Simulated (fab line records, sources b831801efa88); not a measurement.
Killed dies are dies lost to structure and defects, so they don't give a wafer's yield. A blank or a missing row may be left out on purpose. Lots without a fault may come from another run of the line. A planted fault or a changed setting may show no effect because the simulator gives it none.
Which tool did it? | flow sky130 | 15 lots, 45 wafers sampled, at 2 steps of a route of 708

WHAT THE GAUGES READ, wafer by wafer
The record holds no reading of a measuring or inspecting step that can be judged against a usual standard deviation.

WHICH TOOL RAN EACH LOT (tool, then ch and the chambers of the sampled wafers, then the start)
lot  | SKY_METAL1_SOFTBAKE_11            | SKY_PAD_OPEN_PROBE_99
L829 | litho_track-02 ch 0, day 32 11:00 | prober-02, day 46 01:26
L831 | litho_track-02 ch 0, day 32 23:00 | -
L832 | litho_track-04 ch 0, day 33 05:00 | -
L834 | litho_track-03 ch 0, day 33 19:00 | -
L835 | litho_track-03 ch 0, day 34 12:00 | prober-02, day 47 15:59
L836 | litho_track-02 ch 0, day 34 14:00 | -
L839 | litho_track-03 ch 0, day 35 12:00 | -
L842 | litho_track-03 ch 0, day 36 12:00 | prober-01, day 48 23:56
L843 | litho_track-03 ch 0, day 36 16:00 | prober-02, day 49 03:12
L844 | litho_track-03 ch 0, day 37 01:00 | prober-01, day 49 09:20
L848 | litho_track-02 ch 0, day 38 07:00 | -
L849 | litho_track-04 ch 0, day 38 12:00 | -
L850 | litho_track-04 ch 0, day 38 18:00 | -
L851 | litho_track-04 ch 0, day 39 08:00 | -
L852 | litho_track-02 ch 0, day 39 09:00 | -
- SKY_METAL1_SOFTBAKE_11: time 90 s.
- SKY_PAD_OPEN_PROBE_99

WHAT THE TOOLS THEMSELVES READ (means of the sampled wafers that have a number; where no wafer has one, the mark that the record gives instead)
SKY_METAL1_SOFTBAKE_11.
lot  | tool           | heater_power_total_W (W) | plate_temp_C (C) | run_length_s (s)
L829 | litho_track-02 | 57.33                    | 100.02           | 119.36
L831 | litho_track-02 | 57.34                    | 99.93            | 119.24
L832 | litho_track-04 | 57.54                    | 99.93            | 118.97
L834 | litho_track-03 | 57.43                    | 100.16           | 118.76
L835 | litho_track-03 | 57.23                    | 100.01           | 118.82
L836 | litho_track-02 | 57.28                    | 99.85            | 119.28
L839 | litho_track-03 | 57.44                    | 100.10           | 118.77
L842 | litho_track-03 | 58.54                    | -                | 113.97
L843 | litho_track-03 | 58.61                    | -                | 113.90
L844 | litho_track-03 | 58.34                    | -                | 114.05
L848 | litho_track-02 | 57.31                    | 99.98            | 119.29
L849 | litho_track-04 | 57.31                    | 99.94            | 118.88
L850 | litho_track-04 | 57.35                    | 100.03           | 118.91
L851 | litho_track-04 | 57.32                    | 99.94            | 118.95
L852 | litho_track-02 | 57.32                    | 99.98            | 119.40

SKY_PAD_OPEN_PROBE_99.
lot  | tool      | defect_limited_yield (%) | killed_at_M0_to_M3 | killed_at_M4_up | killed_at_contacts | killed_at_front_end | killed_at_other | killed_dies | killed_open | killed_short | sort_bin_3_pad_short (%) | sort_bin_5_function (%) | sort_bin_6_memory (%) | sort_n_pass | sort_yield_pct (%)
L829 | prober-02 | 80.6                     | 53                 | 2.7             | 21                 | 19                  | 0.7             | 95          | 57          | 39           | 1.1                      | 11.3                    | 7.0                   | 397         | 80.6
L835 | prober-02 | 82.9                     | 41                 | 3.0             | 25                 | 15                  | 0.3             | 84          | 42          | 41           | 0.7                      | 10.9                    | 5.6                   | 408         | 82.9
L842 | prober-01 | 82.6                     | 40                 | 2.3             | 24                 | 17                  | 1.3             | 85          | 45          | 39           | 0.9                      | 9.9                     | 6.5                   | 407         | 82.6
L843 | prober-02 | 80.8                     | 47                 | 4.3             | 23                 | 19                  | 0.7             | 94          | 51          | 43           | 0.5                      | 12.1                    | 6.6                   | 398         | 80.8
L844 | prober-01 | 82.7                     | 48                 | 2.7             | 22                 | 12                  | 0.0             | 85          | 50          | 35           | 0.7                      | 10.2                    | 6.5                   | 407         | 82.7

THE ANSWER, worked out from the rows above alone
Rule: what is usual is taken from the lots themselves. Put in order of their means at a reading, lots are off if they are a third of the lots or fewer, leave a main group of 4 or more, and stand apart from it by a gap of 3 or more times the standard deviation of the main group's means; of several such gaps the widest counts. A main group whose means are all the same, to the digits that the tables above print for the reading, isn't used. A lot without any number at a reading at which 4 lots or more have one is off too. The other lots that the step has rows for count as sound. The gauges are gone through in route order, then the tools' own readings, and for those a lot's mean is taken as printed above. The first step at which some lot is off is used, and at that step the reading that is off furthest; a lot without a number counts as furthest.
Off: L842, L843, L844, at SKY_METAL1_SOFTBAKE_11 (plate_temp_C). Without a number there: L842, L843, L844. The main group: mean 99.99 C, standard deviation 0.08.
A tool fits if, at that step or a process step before it, it ran every lot that is off, and no sound lot after the first of them. One fits: litho_track-03 at SKY_METAL1_SOFTBAKE_11. Its last sound lot is L839 (day 35 12:00), its first lot that is off L842 (day 36 12:00): a fault that began between those two fits.
The tool's own readings at SKY_METAL1_SOFTBAKE_11 bear it out: on the lots that are off they differ by more than 5 times the standard deviation of the sound lots' means. heater_power_total_W reads 58.50 W there against 57.35 W on the sound lots; run_length_s reads 113.97 s there against 119.05 s on the sound lots.
Blank at SKY_METAL1_SOFTBAKE_11 on the lots that are off, where sound lots have numbers: plate_temp_C.

WHAT THE SIMULATOR HAD PUT IN
Process parameter drift: litho_track-03, from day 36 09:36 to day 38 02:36, at SKY_METAL1_SOFTBAKE_11. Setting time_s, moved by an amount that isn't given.
Lots struck among those shown: L842, L843, L844. The rule above found the same.
